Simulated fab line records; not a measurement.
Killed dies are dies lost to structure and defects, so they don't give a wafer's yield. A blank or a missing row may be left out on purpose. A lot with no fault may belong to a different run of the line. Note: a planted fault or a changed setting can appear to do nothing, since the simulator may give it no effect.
Shared-tool check -- flow gf180mcu -- Sample size 14 lots and 42 wafers

WHY THIS WAS OPENED
GF_HV_LDD_RS_MEAS_53, reading HV_LDD_RS: flagged on 2 of 14 lots. Wafers without a fault read 418.3 ohm/sq, standard deviation 1.1.
Rule: flag the lot when none of its wafers has a number, or when each of its wafers that has one lies beyond 4 standard deviations from that mean. All remaining lots are regarded as sound.

lot,measured,on,"HV_LDD_RS (ohm/sq), wafer by wafer",flag
L192,day 12 08:49,film_metro-04,418.6 418.0 417.7,
L193,day 12 20:52,film_metro-01,416.7 417.4 416.4,
L194,day 13 05:40,film_metro-01,418.1 418.0 418.4,
L195,day 13 15:29,film_metro-03,419.1 419.5 420.3,
L196,day 13 20:46,film_metro-01,416.6 417.5 417.2,
L197,day 14 08:00,film_metro-04,418.1 417.7 417.7,
L198,day 14 11:25,film_metro-03,418.1 418.8 418.2,
L200,day 15 01:12,film_metro-04,417.7 418.0 418.4,
L208,day 17 19:35,film_metro-04,417.6 418.5 417.6,
L209,day 18 01:53,film_metro-01,408.6 409.0 410.9,FLAGGED
L210,day 18 10:23,film_metro-01,411.0 411.3 410.1,FLAGGED
L211,day 19 00:41,film_metro-03,419.0 419.8 419.9,
L212,day 19 05:01,film_metro-01,417.7 418.7 419.9,
L213,day 19 10:17,film_metro-03,419.0 419.2 420.8,
Average over the flagged lots: 410.1 ohm/sq; offset from the usual -8.2 ohm/sq, equal to -7 standard deviations.

WHICH TOOL EACH LOT WENT THROUGH
Before the reading, the record contains 2 process steps out of a 602-step route. In each cell: the tool, then ch and the chambers that the sampled wafers went through, then the start.
lot,flag,GF_VT_IMPLANT_RTA_45,GF_HV_LDD_IMPLANT_09
L192,,"rtp_anneal-02 ch 0, day 7 14:01","implanter-01 ch 0, day 9 23:44"
L193,,"rtp_anneal-01 ch 0, day 7 22:51","implanter-01 ch 0, day 10 11:24"
L194,,"rtp_anneal-02 ch 0, day 8 06:33","implanter-01 ch 0, day 10 18:42"
L195,,"rtp_anneal-02 ch 0, day 8 12:57","implanter-02 ch 0, day 11 03:34"
L196,,"rtp_anneal-02 ch 0, day 8 17:57","implanter-04 ch 0, day 11 08:39"
L197,,"rtp_anneal-01 ch 0, day 9 06:10","implanter-04 ch 0, day 11 18:58"
L198,,"rtp_anneal-01 ch 0, day 9 08:02","implanter-01 ch 0, day 11 21:24"
L200,,"rtp_anneal-01 ch 0, day 9 18:41","implanter-02 ch 0, day 12 10:32"
L208,,"rtp_anneal-02 ch 0, day 12 03:56","implanter-02 ch 0, day 15 00:31"
L209,FLAGGED,"rtp_anneal-02 ch 0, day 12 07:50","implanter-02 ch 0, day 15 05:06"
L210,FLAGGED,"rtp_anneal-01 ch 0, day 12 15:52","implanter-02 ch 0, day 15 12:44"
L211,,"rtp_anneal-02 ch 0, day 13 02:32","implanter-01 ch 0, day 16 02:02"
L212,,"rtp_anneal-01 ch 0, day 13 05:41","implanter-01 ch 0, day 16 06:30"
L213,,"rtp_anneal-02 ch 0, day 13 10:36","implanter-01 ch 0, day 16 10:40"
What the steps here do:
- GF_VT_IMPLANT_RTA_45: time 30 s.
- GF_HV_LDD_IMPLANT_09
- GF_HV_LDD_RS_MEAS_53: measures by four-point-probe.

FLAGGED OVER TOTAL, TOOL BY TOOL (the gauges that took the reading come last)
step,tool,lots run,flagged,share of the flagged lots,sound lots run after its first flagged lot
GF_VT_IMPLANT_RTA_45,rtp_anneal-01,6,1,some,1 (L212)
GF_VT_IMPLANT_RTA_45,rtp_anneal-02,8,1,some,"2 (L211,L213)"
GF_HV_LDD_IMPLANT_09,implanter-01,7,0,none,-
GF_HV_LDD_IMPLANT_09,implanter-02,5,2,all,0
GF_HV_LDD_IMPLANT_09,implanter-04,2,0,none,-
GF_HV_LDD_RS_MEAS_53,film_metro-01,6,2,all,1 (L212)
GF_HV_LDD_RS_MEAS_53,film_metro-03,4,0,none,-
GF_HV_LDD_RS_MEAS_53,film_metro-04,4,0,none,-

WHAT IS ALLOWED BY THE TABLE
Rows of the table that ran all the flagged lots, 2 in number: implanter-02 at GF_HV_LDD_IMPLANT_09; film_metro-01 at GF_HV_LDD_RS_MEAS_53.
- implanter-02 at GF_HV_LDD_IMPLANT_09: 2 of its 5 lots flagged. It ran its last sound lot, L208, at day 15 00:31 and its first flagged lot, L209, at day 15 05:06: a fault with its onset between the two fits. Its own readings lie more than 4 standard deviations out on every wafer of the flagged lots: dose_ions_cm2.
- film_metro-01 at GF_HV_LDD_RS_MEAS_53: 2 of its 6 lots flagged. Lots that were sound ran on it after the first flagged one (L212); a persistent fault on the entire tool would not allow that.
Left over: one tool, implanter-02 at GF_HV_LDD_IMPLANT_09.

WHAT THE SIMULATOR HAD INSERTED
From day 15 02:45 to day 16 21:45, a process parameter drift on implanter-02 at GF_HV_LDD_IMPLANT_09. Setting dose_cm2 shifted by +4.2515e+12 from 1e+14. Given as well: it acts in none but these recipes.
Shown lots that were struck: L209, L210. The rule above found the same.
